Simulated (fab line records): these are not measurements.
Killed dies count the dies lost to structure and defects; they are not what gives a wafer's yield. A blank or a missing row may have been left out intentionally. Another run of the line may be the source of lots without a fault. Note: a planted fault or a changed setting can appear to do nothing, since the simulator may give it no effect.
The same fault as seen by 2 desks | flow gf180mcu | numbers are kept per desk, each desk with only its own; the story behind them comes last

FROM THE METROLOGY DESK
Means of the sampled wafers that have a number, per lot and without regard to the tool the lot ran on: this is what the gauges read. A lot is out of limits, marked OUT, if its mean lies more than 4 standard deviations from the usual mean; the brackets give that distance.
Columns: A = cd_nm at GF_STI_CD_MEAS_12, usual 220.0 nm; B = VT_IMPLANT_2_TW at GF_VT_IMPLANT_TW_MEAS_21, usual 1200; C = VT_IMPLANT_03_OVL at GF_VT_IMPLANT_OVL_MEAS_40, usual -1.0 nm
lot  | first seen here | A     | B    | C
L563 | day 2 00:53     | 219.0 | 1222 | -0.2
L564 | day 2 06:02     | 219.9 | 1207 | -0.3
L565 | day 2 12:07     | 221.2 | 1186 | -1.9
L566 | day 2 18:28     | 218.7 | 1179 | -1.3
L567 | day 2 23:25     | 223.7 | 1218 | -1.3
L568 | day 3 03:25     | 217.6 | 1181 | -0.2
L573 | day 4 05:10     | 220.3 | 1196 | -1.4
L575 | day 4 15:52     | 221.9 | 1208 | -1.5
L576 | day 4 19:25     | 217.4 | 1197 | -0.3
L583 | day 6 07:46     | 220.9 | 1192 | -2.6
L584 | day 6 13:23     | 219.0 | 1201 | -0.6
L585 | day 6 18:15     | 216.9 | 1220 | -0.3
L586 | day 6 23:28     | 222.2 | 1203 | 1.3
Result from this desk: across the 13 lots, nothing is out of limits.

AT THE TOOL OWNER'S DESK: rie_si-02
The tool's own readings at GF_STI_ETCH_14 (etches Si in HBr/Cl2/O2, target depth 360 nm, time 102.9 s): means of the sampled wafers that have a number, for each lot that ran on this tool. A lot is out of limits, marked OUT, if its mean lies more than 4 standard deviations from the usual mean; the brackets give that distance.
Columns: A = drypump_motor_current_A at GF_STI_ETCH_14, usual 5.8 A; B = oes_product_au at GF_STI_ETCH_14, usual 1.002 a.u.; C = throttle_valve_pct at GF_STI_ETCH_14, usual 25.655 %
lot  | first seen here | A   | B                | C
L563 | day 2 01:04     | 6.2 | 0.996            | 25.660
L564 | day 2 06:14     | 6.3 | 0.991            | 25.664
L565 | day 2 12:19     | 6.2 | 0.999            | 25.659
L566 | day 2 18:40     | 6.2 | 1.004            | 25.653
L568 | day 3 03:37     | 5.8 | 1.005            | 25.647
L573 | day 4 05:22     | 6.0 | 0.896 (-7.1) OUT | 25.721 (+5.1) OUT
L575 | day 4 16:04     | 6.2 | 0.891 (-7.4) OUT | 25.734 (+6.1) OUT
L576 | day 4 19:37     | 6.2 | 0.928 (-4.9) OUT | 25.700
Finding of this desk: L573, L575, L576 out of limits; the first was L573 at day 4 05:22, on oes_product_au at GF_STI_ETCH_14. L563, L564, L565, L566, L568 stayed within limits.

BROUGHT TOGETHER
An alarm could have come from the tool owner's desk at day 4 05:22, on L573, L575, L576.
From the metrology desk's view, nothing was out of limits.
The metrology desk holds a record of L573, L575, L576, inside its limits.
The lots listed all ran GF_STI_ETCH_14 on rie_si-02.

WHAT WAS PUT IN BY THE SIMULATOR
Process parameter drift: rie_si-02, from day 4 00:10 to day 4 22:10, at GF_STI_ETCH_14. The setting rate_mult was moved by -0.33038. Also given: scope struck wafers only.
Shown lots that were struck: L573, L575, L576.
How many hours passed from the start of the fault until each desk's first out-of-limits reading: the tool owner's desk, 5.
